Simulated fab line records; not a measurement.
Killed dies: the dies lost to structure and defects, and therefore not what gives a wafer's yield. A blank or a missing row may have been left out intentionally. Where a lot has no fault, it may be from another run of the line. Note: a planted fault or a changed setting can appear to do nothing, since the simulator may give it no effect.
fab line records	flow sky130
[record] lots = 5	wafers = 15	last_day = 49
route steps=708 shown METAL4@635 VIA4@639 PAD_OPEN@708
lots with no fault: from the same line, run without faults
start_h: hours from the record's first day to the start of the lot's first wafer shown	wait_h: hours from the lot's prior step to this one	" repeats the value in the row above	L1.1+2: several wafers, shown together as one row	- either no value or no given start	* or withheld: withheld	< > ~ a bound
route shown NAME@n: a module of which the file shows steps, and the number in the route of the first	usual: average and standard deviation across the fault-free wafers	same: alike in all rows	chamber/n: place in a boat	sites: the reading at each site	_std_site: the values' standard deviation	_edge_site: mean of outer sites minus mean of inner sites	radius_mm: how far each site lies from the wafer's centre	mask NAME#n: copy n	behind: tool/chamber where the wafer was last shaped	hold: why the lot was held/for how many hours/how that ended	device: names the non-switching transistor (n, p or np)	end of line: tests run on the same wafers once the route is complete	a step given without rows: its recipe and nothing more	killed: dies that structure and defects cost at the first sort, which is not the same as the wafer's yield	map: per-die view of a wafer (x killed, . not killed, _ where there is no die)
set.NAME: the run value of the setting; set.NAME@STEP: its run value at that earlier step	model.NAME: the simulator's own value behind a step, which no gauge read
a table for each step, a row for each wafer; lots at some steps of the route
services: from which hour (start_h, from the record's first day; less than 0 if before it) a tool's chamber was out of use, for how many hours, and why
[[steps]]
[step SKY_METAL4_STRIP_19]
[recipe] chemistry = O2/N2	power_w = 1400	pressure_mtorr = 1500	platen_temp_c = withheld	o2_flow_sccm = 3000	n2_flow_sccm = 300	overash_fraction = 0.5
[usual] drypump_motor_current_A = 5.7/0.49	oes_product_au = 0.505/0.0059	strip_time_to_endpoint_s = 6.59/0.091
lot.wafer	tool	chamber	start_h	wait_h	drypump_motor_current_A	oes_product_au	rf_hours_counter_h	strip_time_to_endpoint_s
L586.1	plasma_asher-02	0	1013.05	0.1	6.7	0.508	87	6.67
L586.5	"	0	"	"	6.6	0.505	-	6.68
L586.6	"	1	"	"	5.7	0.512	-	6.69
L588.2	plasma_asher-03	0	1013.54	0.1	6.2	0.505	27	6.65
L588.5	"	1	"	"	5.5	0.514	-	6.66
L588.6	"	0	"	"	6.2	0.496	-	6.49
L587.2	plasma_asher-03	0	1014.90	0.1	6.2	0.504	27	6.52
L587.3	"	0	"	"	6.2	0.508	-	6.55
L587.5	"	1	"	"	5.6	0.503	-	6.57
L590.3	plasma_asher-02	0	1021.93	0.1	6.6	0.506	-	6.68
L590.4	"	1	"	"	5.7	0.512	-	6.72
L590.5	"	1	"	"	5.7	0.514	-	6.63
L603.3	plasma_asher-03	1	1096.82	0.1	5.6	0.499	-	6.41
L603.5	"	0	"	"	6.2	0.501	-	6.58
L603.6	"	1	"	"	5.6	0.501	-	6.39
[step SKY_METAL4_STRIP_20]
[recipe] chemistry = post_etch_residue_remover	time_s = 1200	temp_c = 72.5
[step SKY_METAL4_CLEAN_21]
[recipe] chemistry = IPA	time_s = 180	temp_c = 25
[step SKY_METAL4_CLEAN_22]
[recipe] chemistry = O3/DIW	dry = n2_spin
[step SKY_VIA4_HDPCVD_00]
[recipe] material = SiO2	target_thk_nm = 1750	sigma_open_frac = 0.3	time_s = 291.7	temp_c = 400	sih4_flow_sccm = 60	pressure_mtorr = 6
[step SKY_VIA4_THK_MEAS_01]
[recipe] reads = SiO2_of_VIA4_HDPCVD_00
[usual] VIA4_HDPCVD_THK = 1741/20
lot.wafer	tool	chamber	start_h	wait_h	VIA4_HDPCVD_THK[nm]
L586.1	film_metro-03	-	1013.87	0.1	1731
L586.5	"	-	"	"	1729
L586.6	"	-	"	"	1726
L588.2	film_metro-03	-	1014.41	0.1	1743
L588.5	"	-	"	"	1743
L588.6	"	-	"	"	1750
L587.2	film_metro-03	-	1015.73	0.1	1777
L587.3	"	-	"	"	1746
L587.5	"	-	"	"	1759
L590.3	film_metro-03	-	1022.81	0.1	1753
L590.4	"	-	"	"	1757
L590.5	"	-	"	"	1746
L603.3	film_metro-02	-	1097.59	0.1	1729
L603.5	"	-	"	"	1730
L603.6	"	-	"	"	1729
[step SKY_VIA4_CMP_02]
[recipe] material = SiO2	down_force_psi = 4	platen_rpm = 60	pad_velocity_m_s = 0.94248
[usual] motor_current_A = 12.0/1.4
lot.wafer	tool	chamber	start_h	wait_h	motor_current_A
L586.1	cmp-01	0	1014.08	0.2	10.4
L586.6	"	1	"	"	13.1
L586.5	"	2	"	"	12.2
L588.2	cmp-02	2	1014.61	0.2	10.5
L588.6	"	3	"	"	12.4
L588.5	"	0	"	"	11.3
L587.3	cmp-01	3	1015.78	0.0	14.3
L587.2	"	0	"	"	9.6
L587.5	"	3	"	"	14.7
L590.4	cmp-01	0	1022.85	0.0	10.1
L590.3	"	2	"	"	12.1
L590.5	"	1	"	"	13.5
L603.3	cmp-01	2	1097.63	0.0	12.0
L603.6	"	2	"	"	12.3
L603.5	"	3	"	"	13.4
[step SKY_VIA4_BOW_MEAS_03]
[recipe] mode = bow
[usual] VIA4_BOW = 79/8.4
lot.wafer	tool	chamber	start_h	wait_h	VIA4_BOW[um]
L586.1	film_metro-02	-	1014.23	0.1	87
L586.5	"	-	"	"	94
L586.6	"	-	"	"	90
L588.2	film_metro-04	-	1014.78	0.1	65
L588.5	"	-	"	"	82
L588.6	"	-	"	"	85
L587.2	film_metro-03	-	1016.10	0.2	89
L587.3	"	-	"	"	75
L587.5	"	-	"	"	84
L590.3	film_metro-04	-	1023.19	0.2	89
L590.4	"	-	"	"	84
L590.5	"	-	"	"	78
L603.3	film_metro-04	-	1097.97	0.3	80
L603.5	"	-	"	"	77
L603.6	"	-	"	"	74
[step SKY_VIA4_DEHYDRATE_04]
[recipe] temp_c = 200	time_s = 60
[step SKY_VIA4_HMDS_05]
[recipe] prime_time_s = 60	prime_temp_c = 120
[step SKY_VIA4_COAT_06]
[recipe] resist = NOVOLAK	spin_rpm = 3000	resist_thk_nm = 1140
[step SKY_VIA4_SOFTBAKE_07]
[recipe] temp_c = 90	time_s = 60	resist = NOVOLAK
[step SKY_VIA4_EXPOSE_08]
[recipe] mask_id = VIM4	na = 0.6	source_shape = conventional	sigma_outer = 0.6	polarization = unpolarized	target_cd_nm = 800	dose_mj = 132
[usual] exposure_dose_mJ_cm2 = 132.00/0.13
lot.wafer	tool	chamber	start_h	wait_h	mask	exposure_dose_mJ_cm2
L586.1	iline_stepper-02	0	1025.50	-	VIM4#0	131.99
L586.5	"	0	"	"	VIM4#0	132.09
L586.6	"	0	"	"	VIM4#0	131.87
L588.2	iline_stepper-01	0	1026.12	-	VIM4#0	132.08
L588.5	"	0	"	"	VIM4#0	132.16
L588.6	"	0	"	"	VIM4#0	131.97
L587.2	iline_stepper-01	0	1027.08	-	VIM4#0	131.95
L587.3	"	0	"	"	VIM4#0	131.83
L587.5	"	0	"	"	VIM4#0	132.11
L590.3	iline_stepper-01	0	1035.20	-	VIM4#0	132.21
L590.4	"	0	"	"	VIM4#0	131.96
L590.5	"	0	"	"	VIM4#0	132.10
L603.3	iline_stepper-02	0	1108.63	-	VIM4#0	132.23
L603.5	"	0	"	"	VIM4#0	131.99
L603.6	"	0	"	"	VIM4#0	132.05
[step SKY_VIA4_PEB_09]
[recipe] temp_c = withheld	time_s = *	resist = NOVOLAK
[step SKY_VIA4_DEVELOP_10]
[recipe] resist = NOVOLAK	developer = TMAH	develop_time_s = 60	dev_temp_c = 23
[step SKY_VIA4_OVL_MEAS_11]
[usual] VIA4_OVL = -0.1/1.4
lot.wafer	tool	chamber	start_h	wait_h	VIA4_OVL[nm]
L586.1	overlay-02	-	1036.61	0.1	-1.1
L586.5	"	-	"	"	0.4
L586.6	"	-	"	"	-0.5
L588.2	overlay-01	-	1037.26	0.1	-1.8
L588.5	"	-	"	"	-3.8
L588.6	"	-	"	"	-1.3
L587.2	overlay-02	-	1038.16	0.1	-3.0
L587.3	"	-	"	"	-1.3
L587.5	"	-	"	"	-2.2
L590.3	overlay-02	-	1045.91	0.1	1.5
L590.4	"	-	"	"	1.9
L590.5	"	-	"	"	-0.5
L603.3	overlay-01	-	1118.13	0.1	-0.1
L603.5	"	-	"	"	-0.5
L603.6	"	-	"	"	-0.6
[step SKY_VIA4_ETCH_12]
[recipe] target = SiO2	chemistry = C4F8/O2/Ar	stop_on = TiN	mask_material = NOVOLAK	source_w = 1500	bias_w = 1200	pressure_mtorr = 40	c4f8_flow_sccm = withheld	O2_flow_sccm = 6	Ar_flow_sccm = 300	time_s = withheld	target_depth_a = 5800
[usual] oes_product_au = 0.925/0.0051
lot.wafer	tool	chamber	start_h	wait_h	oes_product_au	model.VIA4.cd_nm
L586.1	rie_diel-02	0	1036.64	0.0	0.925	802.1
L586.5	"	2	"	"	0.927	798.8
L586.6	"	1	"	"	0.918	798
L588.2	rie_diel-03	0	1037.29	0.0	0.921	804.7
L588.5	"	3	"	"	0.922	804.4
L588.6	"	0	"	"	0.927	804.7
L587.2	rie_diel-04	3	1038.19	0.0	0.932	802
L587.3	"	0	"	"	0.921	801.9
L587.5	"	2	"	"	0.920	802
L590.3	rie_diel-03	0	1045.93	0.0	0.932	848
L590.4	"	3	"	"	0.924	802.1
L590.5	"	2	"	"	0.925	800.6
L603.3	rie_diel-04	1	1118.16	0.0	0.925	797.4
L603.5	"	3	"	"	0.924	797.8
L603.6	"	2	"	"	0.925	796.9
[step SKY_VIA4_STRIP_13]
[recipe] chemistry = O2/N2	power_w = 1400	pressure_mtorr = 1500	platen_temp_c = withheld	o2_flow_sccm = 3000	n2_flow_sccm = 300	overash_fraction = 0.5
[usual] drypump_motor_current_A = 5.8/0.5	oes_product_au = 0.709/0.0049	strip_time_to_endpoint_s = 12.813/0.029
lot.wafer	tool	chamber	start_h	wait_h	drypump_motor_current_A	oes_product_au	rf_hours_counter_h	strip_time_to_endpoint_s
L586.1	plasma_asher-02	1	1036.72	-	5.7	0.714	90	12.831
L586.5	"	1	"	"	5.7	0.705	-	12.839
L586.6	"	0	"	"	6.7	0.705	-	12.791
L588.2	plasma_asher-04	0	1037.37	-	5.0	0.718	120	12.810
L588.5	"	0	"	"	5.0	0.713	-	12.834
L588.6	"	1	"	"	5.9	0.700	-	12.823
L587.2	plasma_asher-04	0	1038.27	-	5.0	0.707	120	12.764
L587.3	"	1	"	"	5.9	0.715	-	12.814
L587.5	"	1	"	"	5.9	0.716	-	12.810
L590.3	plasma_asher-03	0	1046.04	-	6.2	0.708	-	12.827
L590.4	"	1	"	"	5.6	0.707	-	12.793
L590.5	"	1	"	"	5.6	0.711	-	12.834
L603.3	plasma_asher-03	0	1118.26	-	6.2	0.706	-	12.801
L603.5	"	1	"	"	5.6	0.700	-	12.869
L603.6	"	0	"	"	6.2	0.712	-	12.816
[step SKY_PAD_OPEN_PROBE_99]
[usual] defect_limited_yield = 82.3/1.9	killed_at_M0_to_M3 = 44/6.5	killed_at_M4_up = 3.3/1.9	killed_at_contacts = 24/5.3	killed_at_front_end = 15/4.5	killed_at_other = 0.3/0.58	killed_dies = 87/9.3	killed_on_rim = 17/4.2	killed_open = 48/6.6	killed_short = 39/6.1	sort_bin_3_pad_short = 0.9/0.46	sort_bin_5_function = 10.5/1.6	sort_bin_6_memory = 6.3/1.1	sort_n_pass = 405/9.3	sort_yield_pct = 82.3/1.9
[same] gross_dies = 492	killed_at_back_side = 0	sort_bin_4_leakage[%] = 0	sort_bin_8_speed[%] = 0
lot.wafer	tool	chamber	start_h	wait_h	defect_limited_yield[%]	killed_at_M0_to_M3	killed_at_M4_up	killed_at_contacts	killed_at_front_end	killed_at_other	killed_dies	killed_on_rim	killed_open	killed_short	sort_bin_3_pad_short[%]	sort_bin_5_function[%]	sort_bin_6_memory[%]	sort_n_pass	sort_yield_pct[%]	model.etest.via4_chain.rc_ohm
L586.1	prober-01	-	1104.73	0.1	82.1	37	4	30	17	0	88	21	56	32	0.2	9.8	7.9	404	82.1	0.7917
L586.5	prober-01	-	1104.93	0.2	82.1	55	2	17	14	0	88	23	55	33	0.6	9.3	7.9	404	82.1	0.7798
L586.6	prober-01	-	1104.98	0.2	82.7	43	3	23	16	0	85	23	44	41	0	11.8	5.5	407	82.7	0.7888
L588.2	prober-02	-	1106.10	0.1	83.5	44	0	29	7	1	81	21	47	34	0.4	9.6	6.5	411	83.5	0.8057
L588.5	prober-02	-	1106.25	0.2	82.3	47	3	22	15	0	87	17	50	37	0.4	11.0	6.3	405	82.3	0.768
L588.6	prober-02	-	1106.30	0.2	84.3	45	1	18	13	0	77	14	43	34	1.4	9.6	4.7	415	84.3	0.7909
L587.2	prober-01	-	1106.78	0.1	84.8	37	6	18	14	0	75	19	39	36	0.2	10.0	5.1	417	84.8	0.7806
L587.3	prober-01	-	1106.83	0.2	82.5	44	6	19	17	0	86	22	50	36	1.4	10.6	5.5	406	82.5	0.7996
L587.5	prober-01	-	1106.93	0.2	86.2	35	1	16	16	0	68	11	44	24	0.8	8.3	4.7	424	86.2	0.8063
L590.3	prober-02	-	1114.58	0.2	83.1	43	4	26	10	0	83	20	40	43	1.6	9.8	5.5	409	83.1	0.6888
L590.4	prober-02	-	1114.63	0.2	82.9	49	0	17	16	2	84	15	41	43	0.6	10.2	6.3	408	82.9	0.8174
L590.5	prober-02	-	1114.68	0.2	82.1	52	1	16	17	2	88	13	49	39	0.8	10.2	6.9	404	82.1	0.7731
L603.3	prober-02	-	1177.85	0.2	81.3	41	4	36	11	0	92	14	44	48	0.6	10.8	7.3	400	81.3	0.8077
L603.5	prober-02	-	1177.95	0.2	82.3	36	3	24	21	3	87	18	49	38	0.4	10.2	7.1	405	82.3	0.8193
L603.6	prober-02	-	1178.00	0.2	81.9	47	5	27	9	1	89	18	48	41	1.6	11.4	5.1	403	81.9	0.8193
// killed by level:class
L586.1 LI_CONTACT:geometric_particle:open=12 VIA1:geometric_particle:open=11 CONTACT:geometric_particle:short=9 FIELD_ISO:geometric_particle:short=7 CONTACT:geometric_particle:open=6 VIA2:geometric_particle:open=6 VIA3:geometric_particle:open=6 FIELD_ISO:geometric_particle:open=5
L586.5 VIA1:geometric_particle:open=11 CONTACT:geometric_particle:open=9 METAL1:geometric_particle:short=9 VIA2:geometric_particle:open=7 VIA3:geometric_particle:open=7 METAL2:geometric_particle:short=5 LI_CONTACT:geometric_particle:open=4 METAL1:geometric_particle:open=4
L586.6 VIA3:geometric_particle:open=9 CONTACT:geometric_particle:open=8 FIELD_ISO:geometric_particle:short=7 VIA1:geometric_particle:open=7 VIA2:geometric_particle:open=7 FIELD_ISO:geometric_particle:open=6 LOCAL_INTERCONNECT:geometric_particle:short=5 VIA1:geometric_particle:short=5
L588.2 CONTACT:geometric_particle:open=13 VIA1:geometric_particle:open=11 VIA2:geometric_particle:open=7 LI_CONTACT:geometric_particle:open=6 VIA3:geometric_particle:short=6 LOCAL_INTERCONNECT:geometric_particle:short=4 METAL1:geometric_particle:short=4 METAL2:geometric_particle:short=4
L588.5 VIA1:geometric_particle:open=14 VIA3:geometric_particle:open=9 CONTACT:geometric_particle:open=7 METAL2:geometric_particle:short=6 FIELD_ISO:geometric_particle:short=5 LI_CONTACT:geometric_particle:open=5 LOCAL_INTERCONNECT:geometric_particle:short=5 FIELD_ISO:geometric_particle:open=4
L588.6 VIA3:geometric_particle:open=10 VIA1:geometric_particle:open=8 METAL1:geometric_particle:short=6 VIA1:geometric_particle:short=6 CONTACT:geometric_particle:open=5 LI_CONTACT:geometric_particle:open=5 FIELD_ISO:geometric_particle:open=4 METAL2:geometric_particle:short=4
L587.2 VIA3:geometric_particle:open=7 LI_CONTACT:geometric_particle:open=6 CONTACT:geometric_particle:open=6 METAL2:geometric_particle:short=6 POLY_GATE:geometric_particle:open=4 LOCAL_INTERCONNECT:geometric_particle:short=4 VIA1:geometric_particle:open=4 VIA1:geometric_particle:short=4
L587.3 VIA1:geometric_particle:open=12 CONTACT:geometric_particle:open=11 POLY_GATE:geometric_particle:short=7 VIA2:geometric_particle:open=6 POLY_GATE:geometric_particle:open=5 METAL2:geometric_particle:short=5 METAL1:geometric_particle:short=5 VIA3:geometric_particle:open=5
L587.5 VIA1:geometric_particle:open=14 CONTACT:geometric_particle:open=8 FIELD_ISO:geometric_particle:short=7 FIELD_ISO:geometric_particle:open=4 LI_CONTACT:geometric_particle:open=4 VIA3:geometric_particle:open=4 VIA1:geometric_particle:short=3 METAL2:geometric_particle:short=3
L590.3 CONTACT:geometric_particle:open=10 VIA1:geometric_particle:open=7 VIA2:geometric_particle:open=7 METAL1:geometric_particle:short=6 VIA1:geometric_particle:short=6 LI_CONTACT:geometric_particle:short=4 LI_CONTACT:geometric_particle:open=4 LOCAL_INTERCONNECT:geometric_particle:short=4
L590.4 VIA1:geometric_particle:open=11 VIA1:geometric_particle:short=10 METAL1:geometric_particle:short=7 VIA2:geometric_particle:open=7 FIELD_ISO:geometric_particle:short=6 LOCAL_INTERCONNECT:geometric_particle:short=6 CONTACT:geometric_particle:open=6 POLY_GATE:geometric_particle:open=4
L590.5 VIA1:geometric_particle:open=14 VIA2:geometric_particle:open=10 VIA1:geometric_particle:short=6 VIA3:geometric_particle:short=6 LI_CONTACT:geometric_particle:open=5 VIA3:geometric_particle:open=5 FIELD_ISO:geometric_particle:short=4 POLY_GATE:geometric_particle:short=3
L603.3 LOCAL_INTERCONNECT:geometric_particle:short=13 VIA3:geometric_particle:open=8 LI_CONTACT:geometric_particle:open=7 CONTACT:geometric_particle:open=7 CONTACT:geometric_particle:short=6 VIA2:geometric_particle:open=5 VIA1:geometric_particle:open=5 VIA1:geometric_particle:short=5
L603.5 POLY_GATE:geometric_particle:short=9 LI_CONTACT:geometric_particle:open=9 VIA1:geometric_particle:open=8 CONTACT:geometric_particle:open=8 VIA1:geometric_particle:short=6 VIA2:geometric_particle:open=6 FIELD_ISO:geometric_particle:open=5 METAL2:geometric_particle:short=5
L603.6 VIA1:geometric_particle:open=12 CONTACT:geometric_particle:open=11 VIA3:geometric_particle:open=7 METAL1:geometric_particle:short=6 VIA1:geometric_particle:short=6 METAL2:geometric_particle:short=5 METAL4:geometric_particle:short=5 LI_CONTACT:geometric_particle:short=4
[[services]]
tool	chamber	start_h	hours	kind
cmp-01	-	989.27	16.3	repair
rie_diel-04	3	1006.74	11.1	repair
plasma_asher-04	-	1013.77	15.6	pm
rie_diel-02	0	1014.64	6.9	repair
plasma_asher-03	-	1019.86	2.2	repair
cmp-01	-	1027.99	3.7	pm
rie_diel-03	1	1028.00	19.8	repair
iline_stepper-02	-	1032.30	1.7	pm
plasma_asher-04	-	1042.40	0.6	repair
rie_diel-02	-	1046.93	2.8	pm
plasma_asher-04	-	1055.25	9.0	pm
plasma_asher-04	0	1055.25	9.0	vent_cycle
plasma_asher-04	1	1055.25	9.0	vent_cycle
plasma_asher-04	0	1064.25	-	clean
plasma_asher-04	1	1064.25	-	clean
rie_diel-02	-	1068.50	2.2	repair
rie_diel-02	3	1081.41	1.6	repair
cmp-01	-	1084.48	4.0	pm
cmp-01	-	1088.48	-	consumable_replace:conditioner
cmp-01	-	1088.48	-	consumable_replace:pad
iline_stepper-01	-	1094.15	16.5	repair
plasma_asher-04	-	1103.65	3.4	repair
cmp-01	-	1115.86	0.9	repair
[[key]]
first_sign none at tools or gauges
[model_effect] step = SKY_VIA4_ETCH_12	value = VIA4.cd_nm	without = 800.1	struck = 848
[model_effect] step = SKY_PAD_OPEN_PROBE_99	value = etest.via4_chain.rc_ohm	without = 0.7536	struck = 0.6888
met_at SKY_VIA4_EXPOSE_08
struck_wafers L590.3
onset_between 1027.08 1035.20
[fault] kind = process_parameter_drift	tool = iline_stepper-01	chamber = -	onset_h = 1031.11	steps = SKY_VIA4_EXPOSE_08	channel = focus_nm	offset = 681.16	shape = step	end_h = 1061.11	scope = struck_wafers_only
